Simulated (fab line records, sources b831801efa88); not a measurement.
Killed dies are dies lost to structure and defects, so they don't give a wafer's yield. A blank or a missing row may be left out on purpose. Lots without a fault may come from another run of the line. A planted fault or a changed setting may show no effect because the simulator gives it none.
fab line records | flow sky130
record lots=7 wafers=21 last_day=49
route steps=708 shown LDD_LDN@301 SPACER@304 POLY_CUT@307
lots that met no fault: from a run of the same line without faults
start_h: hours from the record's first day to the start of the lot's first wafer shown | wait_h: hours since the lot's step before | " the same as in the row above | L1.1+2: a row that stands for several wafers | - no value, or no start given | * or withheld: withheld | < > ~ a bound
route shown NAME@n: a module of which the file shows steps, and the number in the route of the first | usual: mean/standard deviation of fault-free wafers | same: alike in all rows | chamber/n: place in a boat | sites: the reading at each site | _std_site: their standard deviation | _edge_site: outer sites' mean less inner sites' | radius_mm: how far each site lies from the wafer's centre | mask NAME#n: copy n | behind: the tool/chamber that last shaped the wafer | hold: why the lot was held/for how many hours/how that ended | device: the transistor (n, p or np) that didn't switch | end of line: the same wafers' tests at the end of the route | a step without rows: its recipe alone | killed: dies lost to structure and defects at the first sort, not the wafer's yield | map: a wafer's dies, x killed, . not, _ none there
set.NAME: the setting as run; set.NAME@STEP: as run at that earlier step | model.NAME: the simulator's own value behind a step, which no gauge read
lots at some steps of the route; a table a step, a row a wafer
services: from which hour (start_h, from the record's first day; less than 0 if before it) a tool's chamber was out of use, for how many hours, and why
## steps
# step SKY_LDD_LDN_STRIP_12
# recipe chemistry=O2/N2 power_w=1400 pressure_mtorr=1500 platen_temp_c=withheld o2_flow_sccm=3000 n2_flow_sccm=300 overash_fraction=0.5
# usual drypump_motor_current_A=5.6/0.36 oes_product_au=0.715/0.0041 strip_time_to_endpoint_s=14.22/0.035
# columns lot.wafer tool chamber start_h wait_h drypump_motor_current_A oes_product_au rf_hours_counter_h strip_time_to_endpoint_s
L162.1 plasma_asher-02 0 533.67 0.1 5.7 0.714 11 14.12
L162.2 " 1 " " 5.4 0.714 11 14.17
L162.4 " 1 " " 5.4 0.712 - 14.16
L168.1 plasma_asher-01 1 600.83 0.1 5.7 0.708 47 14.18
L168.2 " 0 " " 5.4 0.717 47 14.20
L168.5 " 0 " " 5.4 0.713 - 14.19
L169.2 plasma_asher-02 0 620.57 0.1 5.7 0.710 21 14.22
L169.3 " 1 " " 5.4 0.716 - 14.28
L169.6 " 0 " " 5.7 0.714 - 14.29
L170.1 plasma_asher-04 1 625.63 0.1 5.0 0.711 96 14.21
L170.2 " 0 " " 6.3 0.711 96 14.19
L170.3 " 1 " " 5.0 0.716 - 14.17
L172.1 plasma_asher-02 1 632.08 0.1 5.4 0.709 22 14.19
L172.3 " 1 " " 5.4 0.714 - 14.19
L172.5 " 1 " " 5.4 0.711 - 14.13
L175.1 plasma_asher-04 0 652.75 0.1 6.3 0.719 100 14.24
L175.2 " 1 " " 5.0 0.713 100 14.22
L175.4 " 0 " " 6.2 0.711 - 14.24
L176.2 plasma_asher-02 0 674.87 0.1 5.7 0.712 29 14.22
L176.4 " 1 " " 5.4 0.708 - 14.24
L176.5 " 0 " " 5.7 0.707 - 14.24
# step SKY_LDD_LDN_TW_MEAS_13
# usual LDD_LDN_TW=1474/12
# columns lot.wafer tool chamber start_h wait_h LDD_LDN_TW
L162.1 film_metro-02 - 533.77 0.1 1464
L162.2 " - " " 1470
L162.4 " - " " 1460
L168.1 film_metro-01 - 600.93 0.1 1470
L168.2 " - " " 1474
L168.5 " - " " 1470
L169.2 film_metro-02 - 620.68 0.1 1467
L169.3 " - " " 1463
L169.6 " - " " 1467
L170.1 film_metro-02 - 625.73 0.1 1464
L170.2 " - " " 1460
L170.3 " - " " 1467
L172.1 film_metro-02 - 632.18 0.1 1472
L172.3 " - " " 1470
L172.5 " - " " 1465
L175.1 film_metro-02 - 652.85 0.1 1473
L175.2 " - " " 1469
L175.4 " - " " 1477
L176.2 film_metro-02 - 674.98 0.1 1465
L176.4 " - " " 1462
L176.5 " - " " 1471
# step SKY_LDD_LDN_CLEAN_14
# recipe chemistry=SC1/SC2 mix=1:4:20 temp_c=70 time_s=150 dry=n2_spin
# step SKY_SPACER_CVD_00
# recipe material=Si3N4 precursor=DCS/NH3 target_thk_nm=43.1 temp_c=770 time_s=740 pressure_mtorr=250
# step SKY_SPACER_THK_MEAS_01
# recipe reads=Si3N4_of_SPACER_CVD_00
# usual SPACER_CVD_00_THK=42.8/0.43
# columns lot.wafer tool chamber start_h wait_h SPACER_CVD_00_THK[nm]
L162.1 film_metro-04 - 538.31 0.0 43.2
L162.2 " - " " 43.0
L162.4 " - " " 43.3
L168.1 film_metro-02 - 602.25 0.0 42.5
L168.2 " - " " 42.5
L168.5 " - " " 42.6
L169.2 film_metro-02 - 622.00 0.0 42.4
L169.3 " - " " 41.9
L169.6 " - " " 42.3
L170.1 film_metro-02 - 627.05 0.0 42.5
L170.2 " - " " 42.2
L170.3 " - " " 42.5
L172.1 film_metro-02 - 633.50 0.0 42.7
L172.3 " - " " 42.8
L172.5 " - " " 42.9
L175.1 film_metro-04 - 654.17 0.0 42.6
L175.2 " - " " 43.0
L175.4 " - " " 42.9
L176.2 film_metro-01 - 677.34 0.0 42.0
L176.4 " - " " 42.5
L176.5 " - " " 42.6
# step SKY_SPACER_ETCHBACK_02
# recipe chemistry=CH3F/O2 target=Si3N4 stop_on=SiO2 source_w=400 bias_w=80 pressure_mtorr=25 ch3f_flow_sccm=40 O2_flow_sccm=30 time_s=46.7 target_depth_a=450
# usual drypump_motor_current_A=5.7/0.4 oes_product_au=0.852/0.0071 rf_fwd_power_W=396.1/1.7 throttle_valve_pct=10.563/0.0085
# columns lot.wafer tool chamber start_h wait_h drypump_motor_current_A oes_product_au rf_fwd_power_W rf_hours_counter_h throttle_valve_pct
L162.1 rie_diel-01 1 538.37 0.1 5.6 0.852 395.6 10 10.571
L162.2 " 2 " " 5.6 0.854 399.1 13 10.567
L162.4 " 3 " " 5.3 0.862 398.0 2 10.564
L168.1 rie_diel-01 2 602.31 0.1 5.6 0.840 397.3 14 10.566
L168.2 " 3 " " 5.3 0.841 398.0 3 10.564
L168.5 " 2 " " 5.6 0.849 398.9 - 10.553
L169.2 rie_diel-03 1 622.05 0.0 5.7 0.849 396.6 11 10.550
L169.3 " 2 " " 4.9 0.853 396.2 17 10.556
L169.6 " 3 " " 5.4 0.849 400.0 - 10.561
L170.1 rie_diel-01 3 627.11 0.1 5.3 0.848 394.9 3 10.554
L170.2 " 0 " " 5.6 0.833 394.4 9 10.577
L170.3 " 2 " " 5.6 0.851 398.8 15 10.565
L172.1 rie_diel-03 1 633.56 0.1 5.6 0.860 397.2 11 10.567
L172.3 " 3 " " 5.4 0.860 398.1 31 10.556
L172.5 " 1 " " 5.6 0.857 397.4 - 10.565
L175.1 rie_diel-02 2 654.23 0.1 6.4 0.843 393.0 12 10.568
L175.2 " 3 " " 5.4 0.858 396.4 6 10.548
L175.4 " 3 " " 5.5 0.856 397.4 - 10.565
L176.2 rie_diel-01 2 677.39 0.0 5.6 0.837 396.9 16 10.567
L176.4 " 3 " " 5.3 0.858 396.3 4 10.560
L176.5 " 0 " " 5.6 0.846 396.1 - 10.572
# step SKY_POLY_CUT_DEHYDRATE_00
# recipe temp_c=200 time_s=60
# step SKY_POLY_CUT_HMDS_01
# recipe prime_time_s=60 prime_temp_c=120
# step SKY_POLY_CUT_COAT_02
# recipe resist=BARC temp_c=withheld time_s=withheld spin_rpm=3000 resist_thk_nm=60
# step SKY_POLY_CUT_COAT_03
# recipe resist=KrF-thick spin_rpm=3000 resist_thk_nm=450
# step SKY_POLY_CUT_SOFTBAKE_04
# recipe temp_c=100 time_s=90 resist=KrF-thick
# step SKY_POLY_CUT_EXPOSE_05
# recipe mask_id=NPCM na=0.8 source_shape=annular sigma_inner=0.55 sigma_outer=0.85 target_cd_nm=270 dose_mj=32
# step SKY_POLY_CUT_PEB_06
# recipe peb_temp_c=withheld peb_time_s=withheld resist=KrF-thick
# usual chill_plate_temp_C=* exhaust_pa=44.9/0.84
# columns lot.wafer tool chamber start_h wait_h chill_plate_temp_C exhaust_pa
L162.1 litho_track-01 0 567 - * 44.2
L162.2 " 0 " " * 45.2
L162.4 " 0 " " * 44.6
L168.1 litho_track-04 0 630 - * 46.3
L168.2 " 0 " " * 46.4
L168.5 " 0 " " * 45.9
L169.2 litho_track-03 - 650 - - -
L169.3 " - " " - -
L169.6 " - " " - -
L170.1 litho_track-03 - 655 - - -
L170.2 " - " " - -
L170.3 " - " " - -
L172.1 litho_track-04 - 661 - - -
L172.3 " - " " - -
L172.5 " - " " - -
L175.1 litho_track-03 0 681 - * 45.2
L175.2 " 0 " " * 44.5
L175.4 " 0 " " * 44.7
L176.2 litho_track-01 0 704 - * 45.0
L176.4 " 0 " " * 45.2
L176.5 " 0 " " * 46.4
# step SKY_POLY_CUT_DEVELOP_07
# recipe develop_time_s=60 resist=KrF-thick dev_temp_c=21
## services
# columns tool chamber start_h hours kind
rie_diel-02 1 513.29 3.5 repair
rie_diel-01 0 517.68 10.7 repair
rie_diel-02 0 543.29 9.2 repair
rie_diel-03 - 566.09 4.3 pm
rie_diel-02 0 570.18 9.9 repair
litho_track-04 - 572.83 - consumable_replace:filter
plasma_asher-02 - 576.68 1.1 repair
rie_diel-02 0 591.97 - clean
rie_diel-02 0 591.97 19.1 scheduled_down
rie_diel-02 0 591.97 19.1 vent_cycle
rie_diel-03 1 602.77 17.5 repair
plasma_asher-01 - 604.29 109.0 repair
rie_diel-02 1 611.08 - clean
rie_diel-02 1 611.08 22.8 scheduled_down
rie_diel-02 1 611.08 22.8 vent_cycle
rie_diel-02 0 635.17 33.6 repair
rie_diel-01 - 636.74 14.6 pm
rie_diel-03 3 656.42 22.1 repair
plasma_asher-02 - 657.18 1.2 repair
rie_diel-01 3 659.74 1.4 repair
litho_track-03 - 697.26 - consumable_replace:filter
## key
first_sign step=SKY_POLY_CUT_PEB_06 reading=tool_record direction=missing
effect none on later readings
met_at SKY_POLY_CUT_PEB_06
struck_wafers L169.2,L169.3,L169.6,L170.1,L170.2,L170.3,L172.1,L172.3,L172.5
later_rows_left_out L169.2,L169.3,L169.6,L170.1,L170.2,L170.3,L172.1,L172.3,L172.5
sort_left_out L169.2,L169.3,L169.6,L170.1,L170.2,L170.3,L172.1,L172.3,L172.5
tester_left_out L169,L170,L172
onset_between 630 650
fault kind=skipped_step_whole tool=litho_track-03,litho_track-04 chamber=- onset_h=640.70 steps=SKY_POLY_CUT_PEB_06 scope=struck_lots_only
# tester_left_out: of these lots the tester's yield and bins aren't shown, on N5 and GAA mostly nor the transistor test; their killed dies are dies lost to structure and defects alone, not to doping, threshold or leakage, so they don't give the yield
# sort_left_out: the simulated sort isn't trusted on such a fault, so these wafers' sort isn't shown, and their yield isn't known
# later_rows_left_out: the simulator's readings of these wafers behind a module that went badly wrong aren't trusted and aren't shown, but for the sort
